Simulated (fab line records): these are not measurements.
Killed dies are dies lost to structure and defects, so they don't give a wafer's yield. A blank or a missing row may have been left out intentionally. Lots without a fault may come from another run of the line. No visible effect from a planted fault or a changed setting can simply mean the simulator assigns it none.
2 desks, one fault :: flow sky130 :: each desk has only its own numbers; what lay behind them comes last

== DESK OF THE TOOL OWNER: pvd-sputter-04 ==
The tool's own readings at SKY_CAPM_SPUTTER_02 (material TiN, target thk 200 nm, time 166.7 s): means of the sampled wafers that have a number, for each lot that ran on this tool. Any lot whose mean is over 4 standard deviations away from the usual mean is out of limits and marked OUT; that distance is given in the brackets.
Columns: A = throttle-valve-pct at SKY_CAPM_SPUTTER_02, usual 29.9 %
lot: L317
first seen here: day 37 02:08
A: 29.0

lot: L319
first seen here: day 38 00:39
A: 29.4

lot: L325
first seen here: day 39 15:36
A: 29.4

lot: L333
first seen here: day 41 03:14
A: 29.0

lot: L335
first seen here: day 41 21:00
A: 30.4
Result from this desk: across the 5 lots, nothing is out of limits.

== AT THE METROLOGY DESK ==
Lot by lot, what the gauges showed, no matter which tool ran the lot: averages of those sampled wafers that carry a number. Any lot whose mean is over 4 standard deviations away from the usual mean is out of limits and marked OUT; that distance is given in the brackets.
Columns: A = CAPM_TIN_RS at SKY_CAPM_RS_MEAS_03, usual 6.97 ohm/sq; B = CAPM_TIN_THK at SKY_CAPM_THK_MEAS_04, usual 198.7 nm
lot: L316
first seen here: day 36 23:42
A: 6.97
B: 199.1

lot: L317
first seen here: day 37 02:16
A: 7.02
B: 197.2

lot: L319
first seen here: day 38 00:48
A: 7.07
B: 196.3

lot: L325
first seen here: day 39 15:44
A: 7.03
B: 197.2

lot: L332
first seen here: day 40 23:56
A: 6.83
B: 201.5

lot: L333
first seen here: day 41 03:20
A: 6.85
B: 201.1

lot: L335
first seen here: day 41 21:07
A: 6.84
B: 203.7

lot: L336
first seen here: day 42 01:29
A: 6.88
B: 200.7

lot: L339
first seen here: day 42 22:25
A: 6.94
B: 200.6
Result from this desk: across the 9 lots, nothing is out of limits.

== TAKEN TOGETHER ==
Nothing out of limits was seen by the tool owner's desk.
At the metrology desk, nothing out of limits was observed.

== WHAT WAS PUT IN BY THE SIMULATOR ==
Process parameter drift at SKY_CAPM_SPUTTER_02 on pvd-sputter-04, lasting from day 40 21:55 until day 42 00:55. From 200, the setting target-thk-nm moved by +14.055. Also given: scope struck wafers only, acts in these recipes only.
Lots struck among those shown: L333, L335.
